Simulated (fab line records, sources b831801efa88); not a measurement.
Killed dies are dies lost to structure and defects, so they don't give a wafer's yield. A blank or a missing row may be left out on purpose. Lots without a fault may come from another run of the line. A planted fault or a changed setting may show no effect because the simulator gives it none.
fab line records | flow sfq_line
record lots=14 wafers=42 last_day=78
route steps=325 shown R5@214 M6@261 I6@274
lots that met no fault: from a run of the same line without faults
start_h: hours from the record's first day to the start of the lot's first wafer shown | wait_h: hours since the lot's step before | " the same as in the row above | L1.1+2: a row that stands for several wafers | - no value, or no start given | * or withheld: withheld | < > ~ a bound
route shown NAME@n: a module of which the file shows steps, and the number in the route of the first | usual: mean/standard deviation of fault-free wafers | same: alike in all rows | chamber/n: place in a boat | sites: the reading at each site | _std_site: their standard deviation | _edge_site: outer sites' mean less inner sites' | radius_mm: how far each site lies from the wafer's centre | mask NAME#n: copy n | behind: the tool/chamber that last shaped the wafer | hold: why the lot was held/for how many hours/how that ended | device: the transistor (n, p or np) that didn't switch | end of line: the same wafers' tests at the end of the route | a step without rows: its recipe alone | killed: dies lost to structure and defects at the first sort, not the wafer's yield | map: a wafer's dies, x killed, . not, _ none there
set.NAME: the setting as run; set.NAME@STEP: as run at that earlier step | model.NAME: the simulator's own value behind a step, which no gauge read
steps of the route over a sample of lots; a table a step, a row a wafer
services: from which hour (start_h, from the record's first day; less than 0 if before it) a tool's chamber was out of use, for how many hours, and why
## steps
# step SFQ_TRILAYER_R5_DEP_SPUTTER_134
# recipe material=Ti base_pressure_pa=1.33e-06 target_thk_nm=5 power_w=2000 time_s=5 chamber_pressure_pa=0.4
# usual cathode_dc_power_W=2000.0/0.38 throttle_valve_pct=30.2/0.7
# same time_s=5
# columns lot.wafer tool chamber start_h wait_h cathode_dc_power_W throttle_valve_pct
L775.1 pvd_sputter-05 - 1130.48 0.0 2000.5 30.4
L775.2 " - " " 1999.6 30.1
L775.6 " - " " 1999.5 30.0
L777.2 pvd_sputter-04 - 1149.78 0.0 1999.8 30.0
L777.3 " - " " 2000.5 29.8
L777.6 " - " " 1999.5 29.7
L778.1 pvd_sputter-03 - 1158.91 0.0 2000.8 29.8
L778.2 " - " " 1999.1 31.4
L778.3 " - " " 2000.4 31.1
L779.3 pvd_sputter-03 - 1183.01 0.0 1999.8 31.0
L779.5 " - " " 2000.1 30.9
L779.6 " - " " 1999.8 31.3
L780.1 pvd_sputter-03 - 1195.01 0.0 2000.4 29.7
L780.3 " - " " 1999.7 30.0
L780.6 " - " " 1999.7 29.6
L781.1 pvd_sputter-05 - 1205.66 0.0 2000.1 30.1
L781.4 " - " " 1999.8 30.4
L781.5 " - " " 2000.1 29.2
L786.1 pvd_sputter-03 - 1242.72 0.0 2000.3 31.1
L786.3 " - " " 1999.8 29.7
L786.5 " - " " 1999.8 29.5
L789.1 pvd_sputter-04 - 1254.96 0.0 1999.5 30.4
L789.3 " - " " 1999.5 29.7
L789.4 " - " " 2000.0 30.2
L790.3 pvd_sputter-05 - 1266.96 0.0 1999.8 30.0
L790.4 " - " " 2000.5 30.1
L790.6 " - " " 2000.5 29.8
L792.1 pvd_sputter-03 - 1275.66 0.0 1999.8 30.8
L792.3 " - " " 1999.0 31.1
L792.4 " - " " 1999.7 30.1
L795.1 pvd_sputter-05 - 1298.99 0.0 1999.8 29.6
L795.3 " - " " 2000.2 30.0
L795.4 " - " " 2000.1 30.4
L796.1 pvd_sputter-04 - 1299.83 0.0 1999.6 30.0
L796.4 " - " " 1999.5 30.2
L796.5 " - " " 1999.9 28.5
L797.3 pvd_sputter-03 - 1302.83 0.0 1999.9 31.0
L797.4 " - " " 2000.2 31.4
L797.6 " - " " 2000.2 30.9
L798.3 pvd_sputter-03 - 1308.93 0.0 1999.9 31.2
L798.4 " - " " 1999.8 31.0
L798.6 " - " " 1999.8 30.8
# step SFQ_M6_OVL_MEAS_940
# usual M6_OVL=2/7.2
# columns lot.wafer tool chamber start_h wait_h M6_OVL[nm]
L775.1 overlay-02 - 1335.22 0.1 6
L775.2 " - " " 3
L775.6 " - " " -3
L777.2 overlay-02 - 1350.83 0.1 -7
L777.3 " - " " 1
L777.6 " - " " 7
L778.1 overlay-01 - 1359.37 0.1 -1
L778.2 " - " " -8
L778.3 " - " " -4
L779.3 overlay-02 - 1371.03 0.1 1
L779.5 " - " " 0
L779.6 " - " " 13
L780.1 overlay-01 - 1377.02 0.1 7
L780.3 " - " " -1
L780.6 " - " " 1
L781.1 overlay-01 - 1384.22 0.1 -6
L781.4 " - " " 0
L781.5 " - " " -11
L786.1 overlay-02 - 1422.27 0.1 5
L786.3 " - " " 8
L786.5 " - " " 5
L789.1 overlay-01 - 1435.43 0.1 4
L789.3 " - " " 5
L789.4 " - " " 12
L790.3 overlay-01 - 1447.44 0.1 -4
L790.4 " - " " -4
L790.6 " - " " -5
L792.1 overlay-01 - 1453.43 0.1 -6
L792.3 " - " " 1
L792.4 " - " " 3
L795.1 overlay-01 - 1469.28 0.1 22
L795.3 " - " " 23
L795.4 " - " " 11
L796.1 overlay-01 - 1471.43 0.1 0
L796.4 " - " " 10
L796.5 " - " " 7
L797.3 overlay-01 - 1475.04 0.1 10
L797.4 " - " " 2
L797.6 " - " " 2
L798.3 overlay-01 - 1482.24 0.1 4
L798.4 " - " " -2
L798.6 " - " " -3
# step SFQ_TRILAYER_I6_VIA_LITHO_PEB_172
# recipe peb_temp_c=115 peb_time_s=60 resist=KrF
# usual chill_plate_temp_C=23.02/0.093 exhaust_pa=45.0/1 resist_line_temp_C=22.99/0.11
# columns lot.wafer tool chamber start_h wait_h chill_plate_temp_C exhaust_pa resist_line_temp_C
L775.1 litho_track-02 0 1470.82 1.0 23.05 45.5 22.82
L775.2 " 0 " " 22.91 47.1 22.84
L775.6 " 0 " " 23.08 46.2 22.92
L777.2 litho_track-04 0 1485.24 0.8 23.26 46.3 23.15
L777.3 " 0 " " 23.07 46.9 23.15
L777.6 " 0 " " 23.10 45.7 23.11
L778.1 litho_track-04 0 1497.22 1.0 22.88 45.1 22.97
L778.2 " 0 " " 22.93 44.7 22.84
L778.3 " 0 " " 23.09 45.8 22.95
L779.3 litho_track-04 0 1509.27 0.7 23.07 44.4 23.01
L779.5 " 0 " " 22.96 43.2 23.01
L779.6 " 0 " " 22.87 44.1 22.87
L780.1 litho_track-04 0 1515.22 1.0 23.02 44.9 22.87
L780.3 " 0 " " 23.06 45.0 22.93
L780.6 " 0 " " 22.96 44.0 22.83
L781.1 litho_track-03 0 1524.82 1.0 22.85 45.2 22.87
L781.4 " 0 " " 22.96 44.1 22.90
L781.5 " 0 " " 23.02 44.7 22.97
L786.1 litho_track-04 0 1560.74 1.0 22.94 43.3 22.89
L786.3 " 0 " " 22.91 45.7 22.95
L786.5 " 0 " " 22.94 44.8 22.89
L789.1 litho_track-03 - 1571.67 1.0 - - -
L789.3 " - " " - - -
L789.4 " - " " - - -
L790.3 litho_track-04 - 1580.12 0.7 - - -
L790.4 " - " " - - -
L790.6 " - " " - - -
L792.1 litho_track-03 0 1586.07 1.0 23.15 44.9 23.06
L792.3 " 0 " " 23.10 45.7 23.12
L792.4 " 0 " " 23.01 45.7 22.93
L795.1 litho_track-03 0 1598.74 1.0 23.10 45.4 22.93
L795.3 " 0 " " 23.10 45.6 23.16
L795.4 " 0 " " 23.04 45.9 23.01
L796.1 litho_track-04 0 1599.94 1.0 22.99 46.2 22.81
L796.4 " 0 " " 22.94 45.0 23.14
L796.5 " 0 " " 23.01 44.7 23.06
L797.3 litho_track-04 0 1603.59 0.7 23.08 44.3 22.99
L797.4 " 0 " " 22.93 44.4 22.80
L797.6 " 0 " " 22.96 45.8 22.91
L798.3 litho_track-04 0 1609.59 0.7 22.90 45.8 22.99
L798.4 " 0 " " 22.98 44.5 23.13
L798.6 " 0 " " 22.91 44.0 23.07
# step SFQ_TRILAYER_I6_VIA_STRIP_STRIP_173
# recipe gas=O2 power_w=200 platen_temp_c=40 overash_fraction=0.65 chemistry=O2 pressure_mtorr=50
# usual drypump_motor_current_A=5.94/0.28 oes_product_au=0.995/0.012
# columns lot.wafer tool chamber start_h wait_h drypump_motor_current_A oes_product_au rf_hours_counter_h
L775.1 rie_metal-02 0 1471.30 - 5.58 1.010 172
L775.2 " 1 " " 5.78 1.014 89
L775.6 " 0 " " 5.57 0.989 -
L777.2 rie_metal-01 0 1485.70 - 6.18 0.995 85
L777.3 " 1 " " 6.37 1.014 -
L777.6 " 0 " " 6.21 1.000 -
L778.1 rie_metal-02 0 1497.70 - 5.56 0.988 2
L778.2 " 1 " " 5.76 1.004 98
L778.3 " 0 " " 5.60 0.992 -
L779.3 rie_metal-02 1 1509.90 - 5.78 1.004 -
L779.5 " 0 " " 5.58 0.996 -
L779.6 " 1 " " 5.78 1.004 -
L780.1 rie_metal-04 1 1515.70 - 6.09 0.987 119
L780.3 " 1 " " 6.10 0.982 -
L780.6 " 1 " " 6.08 0.984 -
L781.1 rie_metal-04 1 1525.30 - 6.08 0.990 120
L781.4 " 1 " " 6.08 0.990 -
L781.5 " 1 " " 6.08 0.992 -
L786.1 rie_metal-04 0 1561.23 - 5.84 0.983 98
L786.3 " 0 " " 5.86 0.974 -
L786.5 " 1 " " 6.11 0.988 -
L789.1 rie_metal-04 0 1572.16 - 5.84 0.981 99
L789.3 " 0 " " 5.82 0.965 -
L789.4 " 0 " " 5.81 0.987 -
L790.3 rie_metal-02 0 1580.76 - 5.57 1.005 -
L790.4 " 1 " " 5.80 1.011 -
L790.6 " 0 " " 5.59 0.999 -
L792.1 rie_metal-02 1 1586.56 - 5.77 1.009 110
L792.3 " 0 " " 5.54 1.005 -
L792.4 " 1 " " 5.79 1.004 -
L795.1 rie_metal-02 0 1599.23 - 5.58 0.993 17
L795.3 " 1 " " 5.76 1.007 -
L795.4 " 0 " " 5.58 0.987 -
L796.1 rie_metal-01 1 1600.43 - 6.36 1.001 81
L796.4 " 0 " " 6.21 0.993 -
L796.5 " 0 " " 6.17 0.983 -
L797.3 rie_metal-01 1 1604.23 - 6.32 1.008 -
L797.4 " 0 " " 6.19 0.977 -
L797.6 " 0 " " 6.21 0.986 -
L798.3 rie_metal-01 1 1610.23 - 6.34 1.007 -
L798.4 " 0 " " 6.22 0.987 -
L798.6 " 0 " " 6.23 1.003 -
## services
# columns tool chamber start_h hours kind
pvd_sputter-04 - 1108.55 2.1 repair
pvd_sputter-05 - 1108.72 1.8 repair
rie_metal-02 - 1162.14 0.8 repair
rie_metal-02 - 1173.36 0.6 repair
pvd_sputter-04 - 1181.06 5.3 repair
pvd_sputter-05 - 1226.58 5.2 repair
rie_metal-01 - 1229.24 0.1 repair
rie_metal-01 0 1229.78 2.9 repair
rie_metal-04 1 1253.12 11.3 repair
pvd_sputter-05 - 1261.54 3.7 repair
pvd_sputter-05 - 1291.68 5.0 repair
rie_metal-02 0 1338.55 10.3 repair
pvd_sputter-04 - 1342.84 2.0 repair
pvd_sputter-04 - 1343.25 4.9 repair
rie_metal-01 0 1364.50 4.8 repair
pvd_sputter-04 - 1382.39 9.0 repair
rie_metal-01 - 1383.73 1.4 pm
pvd_sputter-03 - 1441.80 4.8 repair
rie_metal-02 - 1520.03 0.5 repair
pvd_sputter-03 - 1543.24 5.6 repair
pvd_sputter-05 - 1551.38 5.4 repair
rie_metal-04 1 1571.61 17.6 repair
pvd_sputter-05 - 1597.69 8.8 repair
pvd_sputter-04 - 1598.96 4.0 repair
## key
first_sign step=SFQ_TRILAYER_I6_VIA_LITHO_PEB_172 reading=tool_record direction=missing
effect none on later readings
met_at SFQ_TRILAYER_I6_VIA_LITHO_PEB_172
struck_lots L789,L790
not_acting_at SFQ_TRILAYER_R5_DEP_SPUTTER_134,SFQ_M6_OVL_MEAS_940,SFQ_TRILAYER_I6_VIA_STRIP_STRIP_173
onset_between 1560.74 1571.67
fault kind=skipped_step_whole tool=litho_track-03,litho_track-04 chamber=- onset_h=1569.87 steps=SFQ_TRILAYER_I6_VIA_LITHO_PEB_172 scope=struck_lots_only
